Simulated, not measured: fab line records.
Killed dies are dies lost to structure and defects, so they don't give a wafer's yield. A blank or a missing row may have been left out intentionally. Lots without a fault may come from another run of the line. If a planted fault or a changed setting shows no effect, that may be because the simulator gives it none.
8D (eight disciplines) problem report, filled in by code + flow gf180mcu + the parts of the form that need people (team, actions taken, sign-off) are left out

1. PROBLEM STATEMENT
cdNm at GF_V4_CD_MEAS_14 reads a mean of 280.6 nm on 3 wafers of 3 lots; wafers without a fault read 259.7 nm with a standard deviation of 1.3. That puts it +16 standard deviations away from the usual mean.
The step: target cd 260 nm.
First seen on wafer L112.6, day 26 19:27, on cdSem-02. At this step, 39 wafers from 13 lots have a number in the record. By rule, "out" or "out of limits" means more than 4 standard deviations away from the usual mean. The rest of the wafers with a number are treated as sound.

2. WHAT IT IS AND WHAT IT IS NOT
| question                    | is                     | is not                                                                                             |
|-----------------------------|------------------------|----------------------------------------------------------------------------------------------------|
| which readings at this step | cdNm                   | -                                                                                                  |
| which lots                  | L112, L113, L114       | L105, L106, L107, L108, L109, L110, L115, L123, L125, L126                                         |
| which wafers of those lots  | L112.6, L113.5, L114.5 | L112.1, L112.4, L113.3, L113.4, L114.1, L114.2                                                     |
| read on which gauges        | cdSem-01, cdSem-02     | -                                                                                                  |
| when                        | from day 26 19:27      | up to then (20 sound wafers); but 16 sound wafers of L113, L114, L115, L123, L125, L126 came after |

3. WHAT RULES OUT EACH SUSPECT
Counting: if a tool at a process step up to the reading ran every lot that is out, it stays a suspect. Sound lots after the first of them don't rule it out here, since some wafers of a struck lot are sound.
- the gauge at GF_V4_CD_MEAS_14 is ruled out. 2 gauges (cdSem-01, cdSem-02) read the wafers that are out.
- krfScanner-01 at GF_V4_EXPOSE_11 (exposes mask Via4, target cd 260 nm): kept. Ran every lot that is out, first one L112 (day 26 09:30); last sound lot up to then L108 (day 24 23:43).
Left after counting: krfScanner-01 at GF_V4_EXPOSE_11.

4. THE CAUSE (what the simulator had put in)
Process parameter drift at GF_V4_EXPOSE_11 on krfScanner-01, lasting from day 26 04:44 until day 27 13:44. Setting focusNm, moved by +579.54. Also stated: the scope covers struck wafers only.
The count eliminated every tool but this one.

5. SEQUENCE OF EFFECTS, ordered by route
Each row: a reading where the mean over the struck wafers with a number is more than 3 standard deviations away from the usual. Only readings for which the record gives a usual standard deviation are gone through. hours: the time from each lot's start at the first step in this table that gives one to its start at this step, as a median over the lots. sigmas: the change in usual standard deviations.
| hours | step             | reading | usual    | on struck wafers | change | sigmas |
|-------|------------------|---------|----------|------------------|--------|--------|
| 0     | GF_V4_CD_MEAS_14 | cdNm    | 259.7 nm | 280.6            | +20.9  | +16    |

6. HOW IT WOULD HAVE BEEN CAUGHT EARLIER
Counted from the fault's start at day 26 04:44, it took 15 hours until the first out-of-limits reading at a measuring or inspecting step in this record, taken at day 26 19:27.
L113, L114, from the lots that are out (3), started GF_V4_EXPOSE_11 on krfScanner-01 later than day 26 19:27. A hold on the tool at that time would have spared those 2.
